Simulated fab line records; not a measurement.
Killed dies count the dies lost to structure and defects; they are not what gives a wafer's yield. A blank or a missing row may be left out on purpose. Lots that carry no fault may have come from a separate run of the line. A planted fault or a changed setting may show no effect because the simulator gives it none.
fab line records + flow gf180mcu
record:
- lots: 14
- wafers: 42
- lastDay: 34
route steps=602 shown STI@13 HV_LDD@185 SALICIDE@282 V1@337
lots that met no fault: from a run of the same line without faults
startH: hours from the record's first day to the start of the lot's first wafer shown + waitH: hours since the lot's step before + " repeats the value in the row above + L1.1+2: one row covering several wafers at once + - no value, or no start was given + * or withheld: withheld + < > ~ a bound
route shown NAME@n: a module of which the file shows steps, and the number in the route of the first + usual: the fault-free wafers' mean and standard deviation + same: alike in all rows + chamber/n: place in a boat + sites: each site's reading + _std_site: the standard deviation of these + _edge_site: mean of outer sites minus mean of inner sites + radiusMm: how far each site lies from the wafer's centre + mask NAME#n: copy n + behind: the last tool/chamber to shape the wafer + hold: what put the lot on hold/how long, in hours/how the hold closed + device: the transistor (n, p or np) that didn't switch + end of line: at the end of the route, the tests of the same wafers + a step with no rows: only its recipe + killed: dies that structure and defects cost at the first sort, which is not the same as the wafer's yield + map: a wafer's dies, marking killed ones x, the rest . and places with no die _
set.NAME: setting as actually run; set.NAME@STEP: the setting as run at that earlier step + model.NAME: the simulator's own value behind a step, which no gauge read
the route's steps for a sample of lots (tables are steps, rows are wafers)
services: when a tool's chamber went out of use (startH, in hours from the record's first day, below 0 if earlier), for how many hours, and the reason
== steps ==
step: GF_STI_CD_MEAS_12
recipe:
- targetCdNm: 220
usual:
- cdNm: 220.1/1
| lot.wafer | tool     | chamber | startH | waitH | cdNm  |
|-----------|----------|---------|--------|-------|-------|
| L695.1    | cdSem-01 | -       | 31.27  | 0.1   | 220.3 |
| L695.2    | "        | -       | "      | "     | 219.8 |
| L695.3    | "        | -       | "      | "     | 220.4 |
| L698.1    | cdSem-02 | -       | 45.72  | 0.1   | 220.0 |
| L698.2    | "        | -       | "      | "     | 219.7 |
| L698.5    | "        | -       | "      | "     | 220.8 |
| L702.2    | cdSem-02 | -       | 66.51  | 0.1   | 218.4 |
| L702.4    | "        | -       | "      | "     | 219.4 |
| L702.6    | "        | -       | "      | "     | 218.6 |
| L703.3    | cdSem-01 | -       | 71.66  | 0.1   | 219.2 |
| L703.4    | "        | -       | "      | "     | 218.1 |
| L703.6    | "        | -       | "      | "     | 219.6 |
| L704.2    | cdSem-01 | -       | 77.26  | 0.1   | 220.8 |
| L704.4    | "        | -       | "      | "     | 220.9 |
| L704.6    | "        | -       | "      | "     | 221.6 |
| L705.1    | cdSem-02 | -       | 82.04  | 0.1   | 218.9 |
| L705.3    | "        | -       | "      | "     | 218.9 |
| L705.6    | "        | -       | "      | "     | 219.6 |
| L708.2    | cdSem-02 | -       | 97.62  | 0.1   | 218.5 |
| L708.4    | "        | -       | "      | "     | 220.3 |
| L708.5    | "        | -       | "      | "     | 219.2 |
| L710.3    | cdSem-01 | -       | 107.58 | 0.1   | 220.4 |
| L710.5    | "        | -       | "      | "     | 219.1 |
| L710.6    | "        | -       | "      | "     | 220.2 |
| L712.1    | cdSem-02 | -       | 119.57 | 0.1   | 219.9 |
| L712.3    | "        | -       | "      | "     | 219.0 |
| L712.5    | "        | -       | "      | "     | 219.5 |
| L713.1    | cdSem-01 | -       | 122.90 | 0.1   | 220.1 |
| L713.3    | "        | -       | "      | "     | 219.6 |
| L713.5    | "        | -       | "      | "     | 221.2 |
| L714.2    | cdSem-02 | -       | 128.34 | 0.1   | 221.2 |
| L714.4    | "        | -       | "      | "     | 220.8 |
| L714.5    | "        | -       | "      | "     | 220.2 |
| L715.2    | cdSem-02 | -       | 133.44 | 0.1   | 219.4 |
| L715.3    | "        | -       | "      | "     | 219.4 |
| L715.5    | "        | -       | "      | "     | 219.5 |
| L716.1    | cdSem-02 | -       | 138.62 | 0.1   | 220.0 |
| L716.3    | "        | -       | "      | "     | 220.2 |
| L716.5    | "        | -       | "      | "     | 219.6 |
| L717.1    | cdSem-02 | -       | 145.09 | 0.1   | 221.8 |
| L717.3    | "        | -       | "      | "     | 221.9 |
| L717.4    | "        | -       | "      | "     | 221.8 |
step: GF_HV_LDD_IMPLANT_09
recipe:
- species: As
- energyKev: 40
- doseCm2: 1e+14
- tiltDeg: 7
usual:
- doseIonsCm2: 1.0001e+14/1.1e+11
| lot.wafer | tool         | chamber | startH | waitH | doseIonsCm2 |
|-----------|--------------|---------|--------|-------|-------------|
| L695.1    | implanter-04 | 0       | 222.45 | 0.0   | 1e+14       |
| L695.2    | "            | 0       | "      | "     | 9.996e+13   |
| L695.3    | "            | 0       | "      | "     | 1.0025e+14  |
| L698.1    | implanter-04 | 0       | 244.92 | 0.0   | 1.0008e+14  |
| L698.2    | "            | 0       | "      | "     | 1.0012e+14  |
| L698.5    | "            | 0       | "      | "     | 1.0009e+14  |
| L702.2    | implanter-02 | 0       | 276.03 | 0.0   | 9.985e+13   |
| L702.4    | "            | 0       | "      | "     | 1.0009e+14  |
| L702.6    | "            | 0       | "      | "     | 1.0003e+14  |
| L703.3    | implanter-04 | 0       | 283.10 | 0.1   | 9.784e+13   |
| L703.4    | "            | 0       | "      | "     | 9.775e+13   |
| L703.6    | "            | 0       | "      | "     | 9.772e+13   |
| L704.2    | implanter-04 | 0       | 290.68 | 0.0   | 9.773e+13   |
| L704.4    | "            | 0       | "      | "     | 9.793e+13   |
| L704.6    | "            | 0       | "      | "     | 9.779e+13   |
| L705.1    | implanter-04 | 0       | 296.10 | 0.0   | 9.784e+13   |
| L705.3    | "            | 0       | "      | "     | 9.772e+13   |
| L705.6    | "            | 0       | "      | "     | 9.769e+13   |
| L708.2    | implanter-02 | 0       | 321.68 | 0.0   | 9.988e+13   |
| L708.4    | "            | 0       | "      | "     | 9.99e+13    |
| L708.5    | "            | 0       | "      | "     | 1.0006e+14  |
| L710.3    | implanter-02 | 0       | 333.65 | 0.1   | 1.0002e+14  |
| L710.5    | "            | 0       | "      | "     | 1.0012e+14  |
| L710.6    | "            | 0       | "      | "     | 1.0025e+14  |
| L712.1    | implanter-03 | 0       | 356.25 | 0.0   | 9.978e+13   |
| L712.3    | "            | 0       | "      | "     | 9.98e+13    |
| L712.5    | "            | 0       | "      | "     | 9.997e+13   |
| L713.1    | implanter-03 | 0       | 361.42 | 0.0   | 9.997e+13   |
| L713.3    | "            | 0       | "      | "     | 1.0007e+14  |
| L713.5    | "            | 0       | "      | "     | 9.995e+13   |
| L714.2    | implanter-04 | 0       | 367.25 | 0.0   | 1.0019e+14  |
| L714.4    | "            | 0       | "      | "     | 1.0002e+14  |
| L714.5    | "            | 0       | "      | "     | 9.996e+13   |
| L715.2    | implanter-04 | 0       | 374.73 | 0.0   | 9.974e+13   |
| L715.3    | "            | 0       | "      | "     | 1.0008e+14  |
| L715.5    | "            | 0       | "      | "     | 1.0002e+14  |
| L716.1    | implanter-03 | 0       | 377.71 | 0.0   | 9.989e+13   |
| L716.3    | "            | 0       | "      | "     | 9.982e+13   |
| L716.5    | "            | 0       | "      | "     | 1.0008e+14  |
| L717.1    | implanter-04 | 0       | 389.02 | 0.0   | 1.0017e+14  |
| L717.3    | "            | 0       | "      | "     | 9.999e+13   |
| L717.4    | "            | 0       | "      | "     | 9.99e+13    |
step: GF_HV_LDD_RS_MEAS_53
recipe:
- thkMeasGauge: four-point-probe
usual:
- HV_LDD_RS: 418.6/0.96
| lot.wafer | tool         | chamber | startH | waitH | HV_LDD_RS[ohm/sq] |
|-----------|--------------|---------|--------|-------|-------------------|
| L695.1    | filmMetro-04 | -       | 280.70 | 0.1   | 419.6             |
| L695.2    | "            | -       | "      | "     | 419.5             |
| L695.3    | "            | -       | "      | "     | 420.1             |
| L698.1    | filmMetro-01 | -       | 305.56 | 0.1   | 419.9             |
| L698.2    | "            | -       | "      | "     | 419.3             |
| L698.5    | "            | -       | "      | "     | 419.1             |
| L702.2    | filmMetro-02 | -       | 338.73 | 0.1   | 420.0             |
| L702.4    | "            | -       | "      | "     | 418.5             |
| L702.6    | "            | -       | "      | "     | 418.3             |
| L703.3    | filmMetro-04 | -       | 345.59 | 0.1   | 422.5             |
| L703.4    | "            | -       | "      | "     | 422.7             |
| L703.6    | "            | -       | "      | "     | 423.6             |
| L704.2    | filmMetro-02 | -       | 353.67 | 0.1   | 421.8             |
| L704.4    | "            | -       | "      | "     | 420.6             |
| L704.6    | "            | -       | "      | "     | 421.9             |
| L705.1    | filmMetro-02 | -       | 359.63 | 0.1   | 422.5             |
| L705.3    | "            | -       | "      | "     | 422.2             |
| L705.6    | "            | -       | "      | "     | 422.4             |
| L708.2    | filmMetro-02 | -       | 388.10 | 0.1   | 417.8             |
| L708.4    | "            | -       | "      | "     | 417.6             |
| L708.5    | "            | -       | "      | "     | 418.4             |
| L710.3    | filmMetro-01 | -       | 400.49 | 0.1   | 417.3             |
| L710.5    | "            | -       | "      | "     | 418.4             |
| L710.6    | "            | -       | "      | "     | 418.0             |
| L712.1    | filmMetro-04 | -       | 427.05 | 0.1   | 419.0             |
| L712.3    | "            | -       | "      | "     | 418.3             |
| L712.5    | "            | -       | "      | "     | 418.8             |
| L713.1    | filmMetro-04 | -       | 433.05 | 0.1   | 418.9             |
| L713.3    | "            | -       | "      | "     | 420.3             |
| L713.5    | "            | -       | "      | "     | 419.3             |
| L714.2    | filmMetro-01 | -       | 438.67 | 0.1   | 418.4             |
| L714.4    | "            | -       | "      | "     | 417.6             |
| L714.5    | "            | -       | "      | "     | 419.9             |
| L715.2    | filmMetro-04 | -       | 446.22 | 0.1   | 419.6             |
| L715.3    | "            | -       | "      | "     | 418.4             |
| L715.5    | "            | -       | "      | "     | 419.8             |
| L716.1    | filmMetro-02 | -       | 462.08 | 0.1   | 417.3             |
| L716.3    | "            | -       | "      | "     | 417.5             |
| L716.5    | "            | -       | "      | "     | 417.7             |
| L717.1    | filmMetro-04 | -       | 462.25 | 0.1   | 417.7             |
| L717.3    | "            | -       | "      | "     | 418.7             |
| L717.4    | "            | -       | "      | "     | 418.3             |
step: GF_SALICIDE_RS_MEAS_04
recipe:
- thkMeasGauge: four-point-probe
- reads: TiN_of_SALICIDE_SPUTTER_03+Co_of_SALICIDE_SPUTTER_02
usual:
- SALICIDE_TIN_RS: 16.3/0.36
| lot.wafer | tool         | chamber | startH | waitH | SALICIDE_TIN_RS[ohm/sq] |
|-----------|--------------|---------|--------|-------|-------------------------|
| L695.1    | filmMetro-03 | -       | 345.89 | 0.0   | 16.4                    |
| L695.2    | "            | -       | "      | "     | 16.1                    |
| L695.3    | "            | -       | "      | "     | 16.6                    |
| L698.1    | filmMetro-04 | -       | 373.83 | 0.0   | 15.9                    |
| L698.2    | "            | -       | "      | "     | 16.5                    |
| L698.5    | "            | -       | "      | "     | 16.5                    |
| L702.2    | filmMetro-04 | -       | 410.30 | 0.0   | 16.0                    |
| L702.4    | "            | -       | "      | "     | 16.3                    |
| L702.6    | "            | -       | "      | "     | 16.4                    |
| L703.3    | filmMetro-04 | -       | 416.44 | 0.1   | 16.6                    |
| L703.4    | "            | -       | "      | "     | 16.1                    |
| L703.6    | "            | -       | "      | "     | 16.3                    |
| L704.2    | filmMetro-01 | -       | 427.31 | 0.0   | 16.6                    |
| L704.4    | "            | -       | "      | "     | 16.2                    |
| L704.6    | "            | -       | "      | "     | 16.9                    |
| L705.1    | filmMetro-04 | -       | 434.20 | 0.0   | 16.1                    |
| L705.3    | "            | -       | "      | "     | 16.7                    |
| L705.6    | "            | -       | "      | "     | 16.2                    |
| L708.2    | filmMetro-04 | -       | 463.20 | 0.0   | 16.1                    |
| L708.4    | "            | -       | "      | "     | 16.2                    |
| L708.5    | "            | -       | "      | "     | 16.2                    |
| L710.3    | filmMetro-03 | -       | 475.48 | 0.1   | 15.9                    |
| L710.5    | "            | -       | "      | "     | 16.6                    |
| L710.6    | "            | -       | "      | "     | 15.9                    |
| L712.1    | filmMetro-03 | -       | 504.24 | 0.0   | 16.3                    |
| L712.3    | "            | -       | "      | "     | 16.0                    |
| L712.5    | "            | -       | "      | "     | 16.2                    |
| L713.1    | filmMetro-03 | -       | 510.08 | 0.0   | 16.8                    |
| L713.3    | "            | -       | "      | "     | 16.8                    |
| L713.5    | "            | -       | "      | "     | 16.9                    |
| L714.2    | filmMetro-04 | -       | 515.60 | 0.0   | 15.7                    |
| L714.4    | "            | -       | "      | "     | 16.1                    |
| L714.5    | "            | -       | "      | "     | 15.7                    |
| L715.2    | filmMetro-01 | -       | 520.19 | 0.0   | 15.6                    |
| L715.3    | "            | -       | "      | "     | 15.9                    |
| L715.5    | "            | -       | "      | "     | 16.1                    |
| L717.1    | filmMetro-01 | -       | 538.39 | 0.0   | 16.5                    |
| L717.3    | "            | -       | "      | "     | 16.3                    |
| L717.4    | "            | -       | "      | "     | 16.1                    |
| L716.1    | filmMetro-04 | -       | 538.99 | 0.0   | 15.9                    |
| L716.3    | "            | -       | "      | "     | 16.3                    |
| L716.5    | "            | -       | "      | "     | 15.7                    |
step: GF_V1_CVD_02
recipe:
- material: SiO2
- targetThkNm: 850
- precursor: TEOS
- tempC: 400
- timeS: 94.851
- rfW: 600
usual:
- heaterPowerW: 628/94
- rfFwdPowerW: 596.0/2.2
| lot.wafer | tool     | chamber | startH | waitH | heaterPowerW | rfFwdPowerW | sinceWetCleanH |
|-----------|----------|---------|--------|-------|--------------|-------------|----------------|
| L695.1    | pecvd-01 | 1       | 393.44 | 0.1   | 526          | 594.1       | 635            |
| L695.2    | "        | 0       | "      | "     | 664          | 593.9       | 635            |
| L695.3    | "        | 2       | "      | "     | 664          | 596.8       | 635            |
| L698.1    | pecvd-02 | 0       | 422.95 | 0.1   | 733          | 594.5       | 248            |
| L698.2    | "        | 1       | "      | "     | 675          | 596.6       | 248            |
| L698.5    | "        | 2       | "      | "     | 488          | 596.1       | -              |
| L702.2    | pecvd-02 | 1       | 461.71 | 0.0   | 607          | 595.1       | 287            |
| L702.4    | "        | 2       | "      | "     | 609          | 592.1       | -              |
| L702.6    | "        | 1       | "      | "     | 676          | 597.9       | -              |
| L703.3    | pecvd-01 | 0       | 467.93 | 0.0   | 682          | 590.3       | 710            |
| L703.4    | "        | 1       | "      | "     | 537          | 595.5       | -              |
| L703.6    | "        | 0       | "      | "     | 538          | 592.3       | -              |
| L704.2    | pecvd-03 | 2       | 479.73 | 0.0   | 630          | 593.2       | 97             |
| L704.4    | "        | 0       | "      | "     | 498          | 598.5       | -              |
| L704.6    | "        | 1       | "      | "     | 651          | 598.5       | -              |
| L705.1    | pecvd-03 | 2       | 485.40 | 0.1   | 649          | 595.5       | 103            |
| L705.3    | "        | 0       | "      | "     | 503          | 597.8       | 103            |
| L705.6    | "        | 2       | "      | "     | 657          | 593.6       | -              |
| L708.2    | pecvd-01 | 2       | 514.23 | 0.0   | 626          | 594.8       | 756            |
| L708.4    | "        | 2       | "      | "     | 671          | 595.3       | -              |
| L708.5    | "        | 0       | "      | "     | 646          | 598.8       | -              |
| L710.3    | pecvd-02 | 2       | 526.33 | 0.0   | 591          | 597.3       | 352            |
| L710.5    | "        | 0       | "      | "     | 732          | 595.1       | -              |
| L710.6    | "        | 2       | "      | "     | 481          | 596.9       | -              |
| L712.1    | pecvd-02 | 0       | 552.27 | 0.1   | 777          | 595.9       | 378            |
| L712.3    | "        | 1       | "      | "     | 674          | 596.6       | 378            |
| L712.5    | "        | 1       | "      | "     | 714          | 597.6       | -              |
| L713.1    | pecvd-02 | 2       | 559.34 | 0.1   | 518          | 597.4       | 385            |
| L713.3    | "        | 0       | "      | "     | 728          | 595.5       | 385            |
| L713.5    | "        | 1       | "      | "     | 713          | 597.1       | -              |
| L714.2    | pecvd-01 | 2       | 565.32 | 0.0   | 655          | 592.4       | 807            |
| L714.4    | "        | 1       | "      | "     | 453          | 593.9       | -              |
| L714.5    | "        | 2       | "      | "     | 673          | 593.7       | -              |
| L715.2    | pecvd-02 | 1       | 568.74 | 0.0   | 627          | 596.6       | 394            |
| L715.3    | "        | 2       | "      | "     | 534          | 596.4       | 394            |
| L715.5    | "        | 2       | "      | "     | 589          | 594.8       | -              |
| L717.1    | pecvd-03 | 1       | 585.22 | 0.1   | 774          | 595.3       | 202            |
| L717.3    | "        | 1       | "      | "     | 809          | 597.2       | -              |
| L717.4    | "        | 0       | "      | "     | 536          | 596.4       | -              |
| L716.1    | pecvd-02 | 2       | 586.89 | 0.1   | 544          | 599.1       | 412            |
| L716.3    | "        | 1       | "      | "     | 670          | 597.3       | 412            |
| L716.5    | "        | 1       | "      | "     | 705          | 596.1       | -              |
== services ==
| tool         | chamber | startH | hours | kind   |
|--------------|---------|--------|-------|--------|
| implanter-03 | -       | 207.21 | 2.0   | pm     |
| implanter-02 | -       | 215.12 | 1.7   | repair |
| implanter-04 | -       | 226.02 | 1.2   | repair |
| implanter-04 | -       | 227.98 | 5.7   | repair |
| pecvd-02     | -       | 257.22 | 0.3   | repair |
| pecvd-02     | 0       | 262.53 | 10.1  | repair |
| pecvd-01     | -       | 273.48 | 0.8   | repair |
| pecvd-01     | 2       | 279.33 | 6.7   | repair |
| pecvd-01     | -       | 330.88 | 0.5   | repair |
| implanter-03 | -       | 332.23 | 4.8   | repair |
| pecvd-03     | -       | 335.69 | 14.6  | pm     |
| pecvd-02     | 0       | 336.44 | 3.6   | repair |
| implanter-02 | -       | 360.42 | 3.8   | repair |
| implanter-04 | -       | 361.79 | 4.8   | repair |
| pecvd-01     | -       | 397.21 | 1.5   | repair |
| implanter-04 | -       | 401.02 | 3.4   | pm     |
| pecvd-02     | -       | 405.19 | 1.0   | repair |
| pecvd-01     | 0       | 412.46 | 6.1   | repair |
| pecvd-02     | -       | 414.06 | 1.0   | repair |
| implanter-04 | -       | 426.14 | 6.3   | repair |
| pecvd-02     | 1       | 478.63 | 4.9   | repair |
| pecvd-02     | -       | 504.07 | 5.5   | pm     |
| pecvd-01     | -       | 549.24 | 0.8   | repair |
| implanter-04 | -       | 572.98 | 5.6   | pm     |
== key ==
firstSign:
- step: GF_HV_LDD_IMPLANT_09
- reading: doseIonsCm2
- direction: down
- sigmas: 21
- usual: 1.0001e+14
- struck: 9.778e+13
effect:
- step: GF_HV_LDD_RS_MEAS_53
- reading: HV_LDD_RS
- direction: up
- sigmas: 3.8
- usual: 418.6
- struck: 422.2
metAt GF_HV_LDD_IMPLANT_09
struckLots L703,L704,L705
testerLeftOut L703,L704,L705
notActingAt GF_STI_CD_MEAS_12,GF_SALICIDE_RS_MEAS_04,GF_V1_CVD_02
onsetBetween 244.92 283.10
fault:
- kind: processParameterDrift
- tool: implanter-04
- chamber: -
- onsetH: 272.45
- steps: GF_HV_LDD_IMPLANT_09
- channel: doseCm2
- offset: -2.1898e+12
- shape: step
- endH: 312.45
- actsIn: theseRecipesOnly
- stated: 1e+14
testerLeftOut: of these lots the tester's yield and bins aren't shown, on N5 and GAA mostly nor the transistor test; their killed dies are dies lost to structure and defects alone, not to doping, threshold or leakage, so they don't give the yield
